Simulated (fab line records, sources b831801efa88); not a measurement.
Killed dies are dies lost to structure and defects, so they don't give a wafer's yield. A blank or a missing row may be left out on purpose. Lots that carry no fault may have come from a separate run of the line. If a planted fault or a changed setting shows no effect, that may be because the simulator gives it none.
A lot that was struck, set against a sound lot	flow sfq line	43 steps out of a route of 325
Sound: wafers L858.2, L858.5, L858.6. Struck: wafer L866.2 (L866.5, L866.6, from the same lot, were not struck and are left out); the cause is given at the end.
At each step with rows: each side's tool, then ch and its chambers, then its first start. Under that, the readings that differ: sound wafers	struck wafers	difference of the means	sigmas: that difference in standard deviations of wafers without a fault.
alike: words and numbers the same on both sides, and readings whose means are apart by under 2 such deviations; not compared: readings that were withheld, readings missing a value for some wafer, numbers with overlapping values and no deviation given by the record, and bounds like >300 which may hide the same value.
A row with sigmas, a row that says differs or no value, or rows on one side alone: a step with any of these is where the two part. When numbers do not overlap yet have no deviation, they are printed without sigmas and do not part them. A reading that every wafer of one side lacks parts them only if that side has two wafers or more.

first, 3 steps without rows for these wafers: SFQ_TRILAYER_M5_LITHO_EXPOSE_124 (exposes mask M5, target cd 700 nm); SFQ_TRILAYER_M5_LITHO_PEB_126 (peb time 60 s); SFQ_TRILAYER_M5_LITHO_DEVELOP_125 (time 60 s).
SFQ_M5_OVL_MEAS_932:
  sound on overlay-02 at day 61 14:01; struck on overlay-01 at day 68 10:09
  alike: M5_OVL
then, 1 step without rows for these wafers: SFQ_TRILAYER_M5_BARC_OPEN_METAL_ETCH_161 (etches BARC in O2, target depth 125 nm, time 41.7 s).
SFQ_TRILAYER_M5_ETCH_METAL_ETCH_126: etches Nb in Cl2/BCl3, stops on SiO2, time 203.2 s, target depth 265 nm.
  sound on rie metal-04 ch 0,1, day 61 14:07; struck on rie metal-02 ch 0, day 68 10:14
reading	sound	struck	difference	sigmas
drypump motor current A (A)	6.1 6.1 6.3	5.4	-0.8	-2
oes product au (a.u.)	0.734 0.748 0.732	0.725	-0.013	-2
  not compared: rf hours counter h
SFQ_TRILAYER_M5_STRIP_STRIP_127: strips in O2.
  sound on rie metal-04 ch 0,1, day 61 14:18; struck on rie metal-02 ch 0, day 68 10:26
  alike: drypump motor current A, oes product au
  not compared: rf hours counter h
then, 1 step without rows for these wafers: SFQ_TRILAYER_M5_STRIP_SOLV_CLEAN_128 (cleans in NMP, time 600 s).
SFQ_TRILAYER_A5B_DEP_PECVD_129: deposits SiO2 from SiH4/N2O, time 133.33 s, target thk 600 nm.
  sound on pecvd-01 ch 0,1,2, day 61 15:05; struck on pecvd-01 ch 2, day 68 11:23
  alike: heater power w, throttle valve pct
then, 1 step without rows for these wafers: SFQ_TRILAYER_A5B_CMP_CMP_130 (polishes, stops on Nb, target thk 340.7 nm).
SFQ_TRILAYER_A5B_METRO_MEASURE_131:
  sound on film metro-01 at day 61 18:23; struck on film metro-04 at day 68 14:40
  alike: thk nm
then, 1 step without rows for these wafers: SFQ_TRILAYER_R5_DEP_SPUTTER_132 (material Ti, target thk 5 nm, time 5 s).
SFQ_TRILAYER_R5_DEP_SPUTTER_133: material MoNx, target thk 40 nm, time 66.7 s.
  sound on pvd sputter-04 at day 61 19:24; struck on pvd sputter-05 at day 68 15:41
reading	sound	struck	difference	sigmas
model.MoNx_of_TRILAYER_R5_DEP_SPUTTER_133.thk nm (nm)	39.86 39.79 39.46	72.38	+32.68	
  alike: throttle valve pct
then, 1 step without rows for these wafers: SFQ_TRILAYER_R5_DEP_SPUTTER_134 (material Ti, target thk 5 nm, time 5 s).
SFQ_R5_RS_MEAS_933: the measuring method here is four-point-probe.
  sound on film metro-03 at day 61 19:29; struck on film metro-02 at day 68 15:47
reading	sound	struck	difference	sigmas
R5_MONX_RS (ohm/sq)	7.08 7.07 7.15	4.01	-3.09	-41
SFQ_R5_THK_MEAS_934: measures by xrf.
  sound on film metro-03 at day 61 19:36; struck on film metro-02 at day 68 15:53
reading	sound	struck	difference	sigmas
R5_MONX_THK (nm)	39.5 39.7 39.2	70.8	+31.3	+59
then, 6 steps without rows for these wafers: SFQ_TRILAYER_R5_LITHO_COAT_141 (resist thk 62 nm); SFQ_TRILAYER_R5_LITHO_COAT_136 (resist thk 600 nm); SFQ_TRILAYER_R5_LITHO_SOFTBAKE_140; SFQ_TRILAYER_R5_LITHO_EXPOSE_137 (exposes mask R5, target cd 500 nm); SFQ_TRILAYER_R5_LITHO_PEB_139 (peb time 60 s); SFQ_TRILAYER_R5_LITHO_DEVELOP_138 (time 60 s).
-- the record jumps here: 5 days lie between the struck wafers' starts before and after --
SFQ_R5_OVL_MEAS_935:
  sound on overlay-01 at day 67 05:20; struck on overlay-02 at day 73 11:19
reading	sound	struck	difference	sigmas
R5_OVL (nm)	-11 -7 -11	6	+16	+3
SFQ_TRILAYER_R5_BARC_OPEN_METAL_ETCH_177: etches BARC in O2, target depth 125 nm, time 41.7 s.
  sound on rie metal-03 ch 0,1, day 67 05:22; struck on rie metal-03 ch 0, day 73 11:20
  alike: drypump motor current A, oes product au
  not compared: rf hours counter h
then, 10 steps without rows for these wafers: SFQ_TRILAYER_R5_ETCH_METAL_ETCH_139 (etches the open film in Cl2, stops on SiO2, target depth 60 nm, time 40 s); SFQ_TRILAYER_R5_STRIP_STRIP_140 (strips in O2); SFQ_TRILAYER_R5_STRIP_SOLV_CLEAN_141 (cleans in NMP, time 600 s); SFQ_TRILAYER_A5C_DEP_PECVD_142 (deposits SiO2 from SiH4/N2O, time 15.556 s, target thk 70 nm); SFQ_TRILAYER_I5_LITHO_COAT_149 (resist thk 62 nm); SFQ_TRILAYER_I5_LITHO_COAT_144 (resist thk 650 nm); SFQ_TRILAYER_I5_LITHO_SOFTBAKE_148; SFQ_TRILAYER_I5_LITHO_EXPOSE_145 (exposes mask I5, target cd 700 nm); SFQ_TRILAYER_I5_LITHO_PEB_147 (peb time 60 s); SFQ_TRILAYER_I5_LITHO_DEVELOP_146 (time 60 s).
SFQ_I5_OVL_MEAS_936:
  sound on overlay-02 at day 72 10:19; struck on overlay-02 at day 73 23:26
reading	sound	struck	difference	sigmas
I5_OVL (nm)	-9 -13 -11	4	+15	+3
then, 7 steps without rows for these wafers: SFQ_TRILAYER_I5_BARC_OPEN_VIA_ETCH_200 (etches BARC in O2, target depth 125 nm, time 41.7 s); SFQ_TRILAYER_I5_ETCH_VIA_ETCH_147 (etches the open film in CHF3, stops on Nb, target depth 360 nm); SFQ_TRILAYER_I5_STRIP_STRIP_148 (strips in O2); SFQ_TRILAYER_I5_STRIP_SOLV_CLEAN_149 (cleans in NMP, time 600 s); SFQ_TRILAYER_C5_LITHO_COAT_156 (resist thk 62 nm); SFQ_TRILAYER_C5_LITHO_COAT_151 (resist thk 650 nm); SFQ_TRILAYER_C5_LITHO_SOFTBAKE_155.
-- the record jumps here: 16 days lie between the struck wafers' starts before and after --
SFQ_M8_BOW_MEAS_951:
  sound on film metro-01 at day 88 02:04; struck on film metro-03 at day 89 18:52
reading	sound	struck	difference	sigmas
M8_BOW (um)	21 38 32	6	-24	-2
model.etest.r5.ohm um	14.14 14.16 14.31	7.79	-6.41	
model.etest.r5.ohm sq	7.088 7.1 7.159	3.903	-3.213	
model.etest.c5.link ohm	8.039 8.057 8.11	4.852	-3.217	

## WHERE THEY PART
Last at SFQ_M8_BOW_MEAS_951 as far as this record goes, first at SFQ_TRILAYER_M5_ETCH_METAL_ETCH_126.

WHY: what had been put in by the simulator
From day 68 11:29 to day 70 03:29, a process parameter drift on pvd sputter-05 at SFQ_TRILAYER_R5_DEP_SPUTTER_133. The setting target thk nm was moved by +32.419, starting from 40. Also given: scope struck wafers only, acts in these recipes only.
